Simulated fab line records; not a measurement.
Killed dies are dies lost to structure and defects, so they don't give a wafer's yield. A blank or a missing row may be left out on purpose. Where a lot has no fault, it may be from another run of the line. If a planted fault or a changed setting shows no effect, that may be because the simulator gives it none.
Problem report, 8D (eight disciplines) form, completed by code -- flow sfq_line -- the parts of the form that need people (team, actions taken, sign-off) are left out

1. PROBLEM STATEMENT
At SFQ_TRILAYER_M5_ETCH_METAL_ETCH_126, oes_product_au averages 0.680 a.u. over 3 wafers from 2 lots, while fault-free wafers read 0.728 a.u., standard deviation 0.0063. Measured from the usual mean, that is -7.7 standard deviations.
The step: etches Nb in Cl2/BCl3, stops on SiO2, time 203.2 s, target depth 265 nm.
First observed at day 68 10:14: wafer L901.1, on rie_metal-02. The record holds 42 wafers of 14 lots with a number at this step. Rule for "out" (also "out of limits"): further than 4 standard deviations from the usual mean. The other wafers with a number count as sound.

2. WHAT IT IS, AND WHAT IT ISN'T
question,is,is not
which readings at this step,oes_product_au,drypump_motor_current_A
which lots,"L901, L903","L889, L890, L891, L893, L894, L896, L898, L902, L905, L907, L908, L910"
which wafers of those lots,"L901.1, L903.1, L903.6","L901.3, L901.4, L903.2"
read on which tools,rie_metal-02,"rie_metal-01, rie_metal-04"
when,from day 68 10:14,"up to then (23 sound wafers); but 16 sound wafers of L902, L903, L905, L907, L908, L910 came after"

3. THE SUSPECTS, EACH WITH WHAT RULES IT OUT
Counting: a tool at a process step up to the reading stays a suspect if it ran every lot that is out. Sound lots after the first of them don't rule it out here, since some wafers of a struck lot are sound.
- rie_diel-03 at SFQ_TRILAYER_I4_VIA_BARC_OPEN_VIA_ETCH_146 (etches BARC in O2, target depth 125 nm, time 41.7 s): kept. It processed each lot that is out (first: L901, day 57 02:28); up to then, its last sound lot is L891 (day 55 19:16).
- pvd_sputter-04 at SFQ_TRILAYER_JJ_TRILAYER_DEP_SPUTTER_109 (material Nb, target thk 150 nm, time 100 s): kept. It processed each lot that is out (first: L901, day 57 03:26); up to then, its last sound lot is L896 (day 56 12:00).
- rie_metal-02 at SFQ_TRILAYER_M5_ETCH_METAL_ETCH_126 (etches Nb in Cl2/BCl3, stops on SiO2, time 203.2 s, target depth 265 nm): kept. It processed each lot that is out (first: L901, day 68 10:14); up to then, its last sound lot is L898 (day 63 05:52). Its own readings are out on those wafers: oes_product_au.
Left after counting: rie_diel-03 at SFQ_TRILAYER_I4_VIA_BARC_OPEN_VIA_ETCH_146, pvd_sputter-04 at SFQ_TRILAYER_JJ_TRILAYER_DEP_SPUTTER_109, rie_metal-02 at SFQ_TRILAYER_M5_ETCH_METAL_ETCH_126.

4. THE CAUSE (what the simulator had put in)
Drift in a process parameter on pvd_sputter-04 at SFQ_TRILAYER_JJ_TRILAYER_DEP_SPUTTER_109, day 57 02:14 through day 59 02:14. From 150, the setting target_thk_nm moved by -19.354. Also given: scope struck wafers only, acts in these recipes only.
Counting left 3 suspects, and this tool is among them.

5. SEQUENCE OF EFFECTS, ordered by route
Each row: a reading where the mean over the struck wafers with a number is more than 3 standard deviations away from the usual. Readings are gone through only where the record gives a usual standard deviation; hours: the median, over the lots, of the time from a lot's start at the first step in this table giving one to that lot's start at this step; sigmas: the change measured in usual standard deviations.
hours,step,reading,usual,on struck wafers,change,sigmas
0,SFQ_TRILAYER_M5_ETCH_METAL_ETCH_126,oes_product_au,0.728 a.u.,0.680,-0.048,-7.7
Process steps it contains:
- SFQ_TRILAYER_M5_ETCH_METAL_ETCH_126: etches Nb in Cl2/BCl3, stops on SiO2, time 203.2 s, target depth 265 nm.

6. WHAT WOULD HAVE CAUGHT IT SOONER
272 hours passed between the start of the fault at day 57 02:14 and the first reading out of limits in this record, taken at day 68 10:14.
Tool readings at SFQ_TRILAYER_JJ_TRILAYER_DEP_SPUTTER_109 with a usual standard deviation given in the record: none out on any struck wafer, hence no alarm at a limit of 4 standard deviations on them.
By day 68 10:14, every lot that is out (2) had started SFQ_TRILAYER_JJ_TRILAYER_DEP_SPUTTER_109 on pvd_sputter-04. Holding the tool at that point would not have protected any of them.
